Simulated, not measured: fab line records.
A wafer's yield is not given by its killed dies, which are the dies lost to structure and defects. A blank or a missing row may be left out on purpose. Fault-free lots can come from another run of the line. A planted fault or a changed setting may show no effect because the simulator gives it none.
A lot that was struck, set against a sound lot / flow gf180mcu / 15 steps out of a route of 602
Sound: wafers L193.1, L193.2, L193.6. The struck wafers were L199.1, L199.4, L199.6. The cause is named last.
At each step with rows: each side's tool, then ch and its chambers, then its first start. Under that, the readings that differ: sound wafers / struck wafers / difference of the means / sigmas: that difference in standard deviations of wafers without a fault.
alike: words and numbers the same on both sides, and readings whose means are apart by under 2 such deviations; not compared: readings that were withheld, readings missing a value for some wafer, numbers with overlapping values and no deviation given by the record, and bounds like >300 which may hide the same value.
The two part at a step that has a row with sigmas, a row that says differs or no value, or rows on one side only. Numbers that don't overlap but have no deviation are shown without sigmas and don't part them. A reading that every wafer of one side lacks parts them only if that side has two wafers or more.

first, 3 steps without rows for these wafers: GF_V1_EXPOSE_11 (exposes mask Via1, target cd 260 nm); GF_V1_PEB_12 (peb time 90 s); GF_V1_DEVELOP_13 (develop time 60 s).
GF_V1_CD_MEAS_14: target cd 260 nm.
  sound on cd sem-01, day 20 09:21; struck on cd sem-02, day 22 12:59
  alike: cd nm
GF_V1_OVL_MEAS_15:
  sound on overlay-02, day 20 09:28; struck on overlay-02, day 22 13:07
  alike: V1_OVL
GF_V1_ETCH_16: etches BARC in N2/H2.
  sound on rie diel-04 ch 0,1,3, day 20 09:31; struck on rie diel-01 ch 2,3, day 22 13:09
  alike: drypump motor current A, oes product au, throttle valve pct
GF_V1_ETCH_17: etches SiO2 in C4F8/O2/Ar, stops on TiN, target depth 630 nm.
  sound on rie diel-04 ch 0,1,3; struck on rie diel-01 ch 2,3
  alike: oes product au
GF_V1_STRIP_18: strips in O2/N2.
  sound on plasma asher-04 ch 0,1, day 20 09:38; struck on plasma asher-04 ch 1, day 22 13:17
  alike: drypump motor current A, heater power w, oes product au
  not compared: rf hours counter h
then, 2 steps without rows for these wafers: GF_V1_STRIP_19 (strips in post etch residue remover, time 1200 s); GF_V1_CLEAN_20 (cleans in DIW).
GF_V1_SPUTTER_21: material Ti, target thk 15 nm, time 80.02 s.
  sound on pvd sputter-04, day 20 10:10; struck on pvd sputter-02, day 22 13:59
  alike: throttle valve pct
GF_V1_SPUTTER_22: material TiN, target thk 10 nm, time 40 s.
  sound on pvd sputter-04, day 20 10:14; struck on pvd sputter-02, day 22 14:03
  alike: throttle valve pct
GF_V1_CVD_23: deposits W, target thk 350 nm, time 105.05 s.
  sound on cvd w-02 ch 0,1, day 20 10:16; struck on cvd w-01 ch 0, day 22 14:05
reading=chamber pressure Torr (Torr); sound=40.01 40.03 40.17; struck=36.49 36.59 36.63; difference=-3.50; sigmas=-40
reading=heater power w (W); sound=967 905 982; struck=773 770 768; difference=-181; sigmas=-2
reading=model.W_of_V1_CVD_23.thk nm (nm); sound=347.1 348.1 347.7; struck=340.3 341 339.5; difference=-7.4; sigmas=
GF_V1_RS_MEAS_24: uses a four-point probe to measure.
  sound on film metro-02, day 20 10:23; struck on film metro-02, day 22 14:19
  alike: V1_W_RS
next, for these wafers, 1 step has no rows: GF_PASSIVATION_PROBE_99.

WHERE THEY PART
At GF_V1_CVD_23 and nowhere else, as far as this record goes. Later steps at which nothing parts them and some readings are alike: GF_V1_RS_MEAS_24.

WHY: the cause the simulator had injected
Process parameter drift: cvd w-01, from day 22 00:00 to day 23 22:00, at GF_V1_CVD_23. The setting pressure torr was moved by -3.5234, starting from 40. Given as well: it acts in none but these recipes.
